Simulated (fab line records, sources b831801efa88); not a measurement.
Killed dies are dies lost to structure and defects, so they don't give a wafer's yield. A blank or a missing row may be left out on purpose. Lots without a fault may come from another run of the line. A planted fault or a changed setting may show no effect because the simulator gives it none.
Chamber matching | flow sfq_line | SFQ_TRILAYER_I5_BARC_OPEN_VIA_ETCH_200 on rie_diel-01: 4 sister chambers
The step etches BARC in O2, target depth 125 nm, time 41.7 s. 4 wafers are shown with their chamber, then 7 later ones without.

WAFERS WITH THEIR CHAMBER
wafer  | chamber | drypump_motor_current_A (A)
L394.4 | 1       | 5.8
L395.2 | 2       | 5.7
L396.2 | 0       | 5.9
L396.3 | 3       | 5.1

WAFERS WITHOUT THEIR CHAMBER
wafer  | drypump_motor_current_A (A)
L396.5 | 5.7
L398.1 | 5.8
L398.3 | 5.8
L398.6 | 5.9
L400.3 | 5.9
L400.4 | 5.6
L400.5 | 5.8

WHICH CHAMBER EACH WENT THROUGH
wafer  | from the rows above | in truth
L396.5 | 2                   | 2
L398.1 | 1                   | 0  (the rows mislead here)
L398.3 | 1                   | 1
L398.6 | 0                   | 0
L400.3 | 0                   | 0
L400.4 | 2                   | 2
L400.5 | 1                   | 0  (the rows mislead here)
Placed correctly: 5 of 7. Can't be placed from these rows: 0. Placed wrongly: 2.
How it was worked out, from the rows above alone: a wafer's distance from a chamber is the root of the sum, over the readings, of the square of ((its reading less the chamber's mean) divided by the reading's scatter). The wafer belongs to the nearest chamber; if the next one is less than 2 further off, it can't be placed. A chamber's mean is the mean of its shown wafers. The scatter: with one shown wafer a chamber, the root of the mean of the squares of how far each hidden wafer lies from its nearest shown one.
